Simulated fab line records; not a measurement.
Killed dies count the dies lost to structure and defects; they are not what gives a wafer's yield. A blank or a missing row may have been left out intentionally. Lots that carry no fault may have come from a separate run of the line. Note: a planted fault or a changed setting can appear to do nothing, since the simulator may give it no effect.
Problem report, 8D (eight disciplines) form, completed by code :: flow sky130 :: the parts of the form that need people (team, actions taken, sign-off) are left out

1. THE PROBLEM
Across 3 wafers from 3 lots, VIA1_W_RS at SKY_VIA1_RS_MEAS_22 averages 0.469 ohm/sq, while fault-free wafers read 0.428 ohm/sq with a standard deviation of 0.005. That is +8.3 standard deviations from the usual mean.
The step: measures by four-point-probe.
First seen on wafer L320.1, day 35 16:48, on film metro-03. The record holds 31 wafers of 11 lots with a number at this step. Rule for "out", or "out of limits": more than 4 standard deviations from the usual mean. The other wafers with a number count as sound.

2. WHAT IT IS, WHAT IT ISN'T
question: which readings at this step
is: VIA1_W_RS
is not: -

question: which lots
is: L320, L324, L325
is not: L317, L319, L330, L333, L334, L335, L336, L337

question: which wafers of those lots
is: L320.1, L324.1, L325.1
is not: L320.3, L320.4, L324.6, L325.4

question: read on which gauges
is: film metro-03, film metro-04
is not: film metro-02

question: when
is: from day 35 16:48
is not: up to then (8 sound wafers); but 20 sound wafers of L324, L325, L330, L333, L334, L335, L336, L337 came after

3. SUSPECTS, AND WHAT RULES EACH OUT
Counting: if a tool at a process step up to the reading ran every lot that is out, it stays a suspect. Sound lots after the first of them don't rule it out here, since some wafers of a struck lot are sound.
- ruled out: the gauge at SKY_VIA1_RS_MEAS_22. 2 gauges (film metro-03, film metro-04) read the wafers that are out.
- cvd w-01 at SKY_VIA1_CVD_21 (deposits W, target thk 270 nm, time 80.902 s): kept. Ran every lot that is out, first one L320 (day 35 16:43); last sound lot up to then L319 (day 35 12:17).
After counting, what remains is cvd w-01 at SKY_VIA1_CVD_21.

4. THE CAUSE (what the simulator had put in)
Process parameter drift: cvd w-01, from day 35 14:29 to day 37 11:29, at SKY_VIA1_CVD_21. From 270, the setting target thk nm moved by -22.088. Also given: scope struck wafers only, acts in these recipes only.
After counting, this tool was the only one left.

5. THE CHAIN OF EFFECTS, in route order
One row per reading whose mean, taken over the struck wafers that have a number, lies over 3 standard deviations from the usual. Readings are gone through only where the record gives a usual standard deviation; hours: the median, over the lots, of the time from a lot's start at the first step in this table giving one to that lot's start at this step; sigmas: the change measured in usual standard deviations.
hours: 0
step: SKY_VIA1_RS_MEAS_22
reading: VIA1_W_RS
usual: 0.428 ohm/sq
on struck wafers: 0.469
change: +0.041
sigmas: +8.3

hours: 0
step: SKY_VIA1_THK_MEAS_23
reading: VIA1_W_THK
usual: 265 nm
on struck wafers: 243
change: -22
sigmas: -5.0

6. WHAT WOULD HAVE CAUGHT IT SOONER
In this record the first reading out of limits at a measuring or inspecting step was taken at day 35 16:48, 2 hours after the fault began at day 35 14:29.
Tool readings at SKY_VIA1_CVD_21 with a usual standard deviation given in the record: none out on any struck wafer, hence no alarm at a limit of 4 standard deviations on them.
L324, L325, from the lots that are out (3), started SKY_VIA1_CVD_21 on cvd w-01 later than day 35 16:48. A hold on the tool at that time would have spared those 2.
